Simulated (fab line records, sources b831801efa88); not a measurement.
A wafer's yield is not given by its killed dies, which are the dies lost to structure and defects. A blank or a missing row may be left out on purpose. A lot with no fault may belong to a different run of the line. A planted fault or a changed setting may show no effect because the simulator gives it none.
The same fault as seen by 2 desks :: flow gf180mcu :: every desk sees just its own numbers, and what lay behind them comes last

## THE TOOL OWNER'S DESK: cvd-w-01
The tool's own readings at GF_CONTACT_CVD_24 (deposits W, target thk 300 nm, time 90.339 s): means of the sampled wafers that have a number, for each lot that ran on this tool. If a lot's mean is further than 4 standard deviations from the usual mean, the lot is out of limits and carries the mark OUT (the distance appears in the brackets).
Columns: A = chamber-pressure-Torr at GF_CONTACT_CVD_24, usual 40.02 Torr; B = heater-power-w at GF_CONTACT_CVD_24, usual 743 W
lot: L680
first seen here: day 16 00:34
A: 40.07
B: 774

lot: L682
first seen here: day 16 19:38
A: 40.08
B: 777

lot: L690
first seen here: day 19 22:29
A: 34.61 (-60) OUT
B: 705

lot: L691
first seen here: day 20 10:23
A: 34.63 (-60) OUT
B: 705

lot: L699
first seen here: day 22 22:02
A: 40.05
B: 740

lot: L701
first seen here: day 23 09:33
A: 40.02
B: 740

lot: L702
first seen here: day 23 21:06
A: 39.96
B: 739

lot: L703
first seen here: day 24 05:08
A: 39.94
B: 744
Finding of this desk: L690, L691 out of limits; the first was L690 at day 19 22:29, on chamber-pressure-Torr at GF_CONTACT_CVD_24. L680, L682, L699, L701, L702, L703 stayed within limits.

## METROLOGY DESK
Lot by lot, what the gauges showed, no matter which tool ran the lot: averages of those sampled wafers that carry a number. If a lot's mean is further than 4 standard deviations from the usual mean, the lot is out of limits and carries the mark OUT (the distance appears in the brackets).
Columns: A = CONTACT_CVD_02_THK at GF_CONTACT_THK_MEAS_03, usual 861 nm; B = CONTACT_W_RS at GF_CONTACT_RS_MEAS_25, usual 0.381 ohm/sq; C = CONTACT_W_THK at GF_CONTACT_THK_MEAS_26, usual 304 nm
lot: L680
first seen here: day 15 01:38
A: 857
B: 0.378
C: 308

lot: L681
first seen here: day 15 10:16
A: 866
B: 0.386
C: 298

lot: L682
first seen here: day 15 21:05
A: 871
B: 0.378
C: 309

lot: L690
first seen here: day 18 21:05
A: 858
B: 0.404 (+5.3) OUT
C: 286

lot: L691
first seen here: day 19 09:36
A: 861
B: 0.412 (+7.0) OUT
C: 280 (-5.3) OUT

lot: L692
first seen here: day 19 13:35
A: 871
B: 0.383
C: 302

lot: L693
first seen here: day 20 05:06
A: 866
B: 0.385
C: 302

lot: L696
first seen here: day 21 02:29
A: 873
B: 0.385
C: 301

lot: L698
first seen here: day 21 11:06
A: 853
B: 0.385
C: 302

lot: L699
first seen here: day 21 21:59
A: 868
B: 0.379
C: 305

lot: L701
first seen here: day 22 09:53
A: 858
B: 0.376
C: 309

lot: L702
first seen here: day 22 21:16
A: 877
B: 0.379
C: 314

lot: L703
first seen here: day 23 04:40
A: 861
B: 0.380
C: 306
This desk finds L690, L691 out of limits, with the earliest case on L690 at day 19 22:35 (CONTACT_W_RS at GF_CONTACT_RS_MEAS_25). L680, L681, L682, L692, L693, L696, L698, L699, L701, L702, L703 stayed within limits.

## PUT TOGETHER
On L690, L691, at day 19 22:29, an alarm was possible from the tool owner's desk.
On L690, L691, the metrology desk was in a position to raise an alarm at day 19 22:35.
Of the lots named, all ran GF_CONTACT_CVD_24 on cvd-w-01.

## WHAT THE SIMULATOR HAD INSERTED
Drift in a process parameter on cvd-w-01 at GF_CONTACT_CVD_24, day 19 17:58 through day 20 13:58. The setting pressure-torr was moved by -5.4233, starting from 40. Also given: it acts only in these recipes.
Shown lots that were struck: L690, L691.
Hours from the fault's start to each desk's first reading out of limits: the tool owner's desk, 5; the metrology desk, 5.
